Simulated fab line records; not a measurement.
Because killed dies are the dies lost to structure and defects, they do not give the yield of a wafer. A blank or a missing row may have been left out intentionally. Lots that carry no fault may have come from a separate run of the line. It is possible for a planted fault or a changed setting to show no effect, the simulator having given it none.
Which tool is to blame? + flow sky130 + 6 lots (18 wafers sampled), 1 step of a 708-step route

== WHAT THE GAUGES SHOWED, per wafer ==
SKY_POLY_GATE_THK_MEAS_04.
| lot  | measured     | on           | POLY_GATE_CVD_03_THK (nm) |
|------|--------------|--------------|---------------------------|
| L740 | day 16 01:10 | filmMetro-04 | 74.8 75.0 74.5            |
| L742 | day 16 12:13 | filmMetro-02 | 75.5 75.9 76.3            |
| L749 | day 19 12:20 | filmMetro-01 | 73.8 73.3 73.7            |
| L755 | day 21 11:20 | filmMetro-02 | 74.8 74.5 74.3            |
| L757 | day 22 05:01 | filmMetro-04 | 74.2 74.3 74.2            |
| L761 | day 23 08:55 | filmMetro-02 | 73.9 74.0 74.1            |

== WHAT TOOL EACH LOT RAN ON (gives the tool, then ch and the chambers of the sampled wafers, and finally the start) ==
The record holds no process step before these readings.

== THE ANSWER, worked out from the rows above alone ==
Rule: what is usual is taken from the lots themselves. Put in order of their means at a reading, lots are off if they are a third of the lots or fewer, leave a main group of 4 or more, and stand apart from it by a gap of 3 or more times the standard deviation of the main group's means; of several such gaps the widest counts. Not used: any main group whose means are identical at the precision the tables above print for the reading. A lot without any number at a reading at which 4 lots or more have one is off too. The other lots that the step has rows for count as sound.
Across all readings shown, no lot is off: no conclusion can be drawn from this.

== WHAT THE SIMULATOR PUT IN ==
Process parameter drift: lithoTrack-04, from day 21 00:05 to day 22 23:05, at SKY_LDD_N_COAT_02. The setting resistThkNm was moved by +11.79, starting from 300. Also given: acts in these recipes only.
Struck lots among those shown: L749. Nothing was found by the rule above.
